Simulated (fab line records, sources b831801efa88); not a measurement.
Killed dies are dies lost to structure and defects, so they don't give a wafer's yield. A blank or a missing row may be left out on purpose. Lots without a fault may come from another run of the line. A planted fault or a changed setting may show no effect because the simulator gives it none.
A struck lot beside a sound one | flow sky130 | 21 steps out of a route of 708
Sound: wafers L508.1, L508.3, L508.5. Struck: wafers L504.2, L504.3, L504.6. The cause comes at the end.
At each step with rows: each side's tool, then ch and its chambers, then its first start. Under that, the readings that differ: sound wafers | struck wafers | difference of the means | sigmas: that difference in standard deviations of wafers without a fault.
alike: readings whose means differ by less than 2 such deviations, and words and numbers that are the same on both sides. not compared: withheld readings, readings that some wafer has no value for, bounds like >300 that may hide the same value, and numbers for which the record gives no deviation and whose values overlap.
The two part at a step that has a row with sigmas, a row that says differs or no value, or rows on one side only. Numbers that don't overlap but have no deviation are shown without sigmas and don't part them. A reading that every wafer of one side lacks parts them only if that side has two wafers or more.

first, 1 step without rows for these wafers: SKY_RES_XHIGH_IMPLANT_07.
SKY_RES_XHIGH_STRIP_08: strips in O2/N2.
  sound on plasma_asher-02 ch 0, day 32 20:26; struck on plasma_asher-02 ch 0,1, day 31 02:20
  alike: drypump_motor_current_A, oes_product_au, strip_time_to_endpoint_s
  not compared: rf_hours_counter_h
SKY_RES_XHIGH_TW_MEAS_09:
  sound on film_metro-02, day 32 20:32; struck on film_metro-02, day 31 02:27
  alike: RES_XHIGH_TW
then, 7 steps without rows for these wafers: SKY_SD_N_DEHYDRATE_00 (time 60 s); SKY_SD_N_HMDS_01 (prime time 60 s); SKY_SD_N_COAT_02 (resist thk 1140 nm); SKY_SD_N_SOFTBAKE_03 (time 60 s); SKY_SD_N_EXPOSE_04 (exposes mask NSDM, target cd 380 nm); SKY_SD_N_PEB_05; SKY_SD_N_DEVELOP_06 (develop time 60 s).
SKY_SD_N_CD_MEAS_07: target cd 380 nm.
  sound on cd_sem-02, day 33 23:36; struck on cd_sem-02, day 32 05:31
  reading    | sound             | struck            | difference | sigmas
  cd_nm (nm) | 383.0 380.3 380.8 | 373.4 373.6 373.6 | -7.8       | -3
SKY_SD_N_OVL_MEAS_08:
  sound on overlay-02, day 33 23:43; struck on overlay-02, day 32 05:37
  alike: SD_N_OVL
SKY_SD_N_IMPLANT_09:
  sound on implanter-01 ch 0, day 33 23:45; struck on implanter-03 ch 0, day 32 05:41
  reading                   | sound                | struck               | difference | sigmas
  beam_energy_keV           | 50.007 50.013 50.014 | 63.173 63.189 63.188 | +13.172    | +99 or more
  model.implant.rp_nm (nm)  | 32.8 32.8 32.8       | 38.61 38.61 38.61    | +5.81      |
  model.implant.drp_nm (nm) | 14.11 14.11 14.11    | 16.86 16.86 16.86    | +2.75      |
  alike: beam_on_s, end_station_pressure_torr
then, 1 step without rows for these wafers: SKY_SD_N_IMPLANT_10.
SKY_SD_N_STRIP_11: strips in O2/N2.
  sound on plasma_asher-04 ch 0,1, day 34 00:03; struck on plasma_asher-03 ch 0,1, day 32 05:57
  reading                      | sound             | struck            | difference | sigmas
  oes_product_au (a.u.)        | 0.530 0.527 0.525 | 0.499 0.512 0.501 | -0.023     | -5
  strip_time_to_endpoint_s (s) | 22.61 22.65 22.62 | 24.57 24.53 24.57 | +1.93      | +49
  alike: drypump_motor_current_A
  not compared: rf_hours_counter_h
SKY_SD_N_TW_MEAS_12:
  sound on film_metro-01, day 34 00:09; struck on film_metro-03, day 32 06:04
  reading | sound          | struck         | difference | sigmas
  SD_N_TW | 4029 4024 4023 | 4131 4146 4141 | +114       | +2
then, 1 step without rows for these wafers: SKY_SD_N_CLEAN_13 (cleans in SC1/SC2, time 150 s).
SKY_SD_N_RTA_14: time 2 s.
  sound on rtp_anneal-02 ch 0, day 34 00:16; struck on rtp_anneal-01 ch 0, day 32 06:10
  alike: lamp_power_pct, wafer_temp_C_max
SKY_SD_N_RS_MEAS_16: measures by four-point-probe.
  sound on film_metro-02, day 34 00:26; struck on film_metro-02, day 32 06:22
  reading          | sound             | struck            | difference | sigmas
  SD_N_RS (ohm/sq) | 68.45 68.60 68.60 | 60.42 60.41 60.52 | -8.10      | -67
SKY_SD_N_RS_MEAS_17: measures by four-point-probe.
  sound on film_metro-02, day 34 00:34; struck on film_metro-02, day 32 06:29
  alike: SD_P_RS
-- the record jumps here: 17 days lie between the struck wafers' starts before and after (it left off in module SD_N and takes up again in module PAD_OPEN, whose first step shown is number 708 of the route) --
SKY_PAD_OPEN_PROBE_99:
  sound on prober-02, day 50 01:57; struck on prober-01, day 48 23:53
  reading                                | sound                | struck              | difference | sigmas
  model.etest.res_ndiff.line_ohm_um      | 774.3 766.3 770.3    | 718.5 697.2 705.6   | -63.2      |
  model.etest.res_ndiff.rs_ohm_sq        | 118.8 118.8 118.5    | 107.7 108.2 107.4   | -10.9      |
  model.etest.res_ndiff_hv.rs_ohm_sq     | 113.5 113.1 111.9    | 102.5 102.2 102.3   | -10.5      |
  model.etest.nfet_01v8_lvt.vt_sat_v (V) | 0.5527 0.5433 0.5579 | 0.531 0.5275 0.5262 | -0.023     |
  alike: killed_at_M0_to_M3, killed_at_M4_up, killed_at_contacts, killed_at_front_end, killed_at_other, killed_dies, killed_on_rim, killed_open, killed_short
  not compared: model.etest.sonos_uncharged.r_on_ohm_um

WHERE THEY PART
First at SKY_SD_N_CD_MEAS_07; last, within this record, at SKY_SD_N_RS_MEAS_16. Later steps at which nothing parts them and some readings are alike: SKY_SD_N_RS_MEAS_17, SKY_PAD_OPEN_PROBE_99.

WHY: what the simulator had put in
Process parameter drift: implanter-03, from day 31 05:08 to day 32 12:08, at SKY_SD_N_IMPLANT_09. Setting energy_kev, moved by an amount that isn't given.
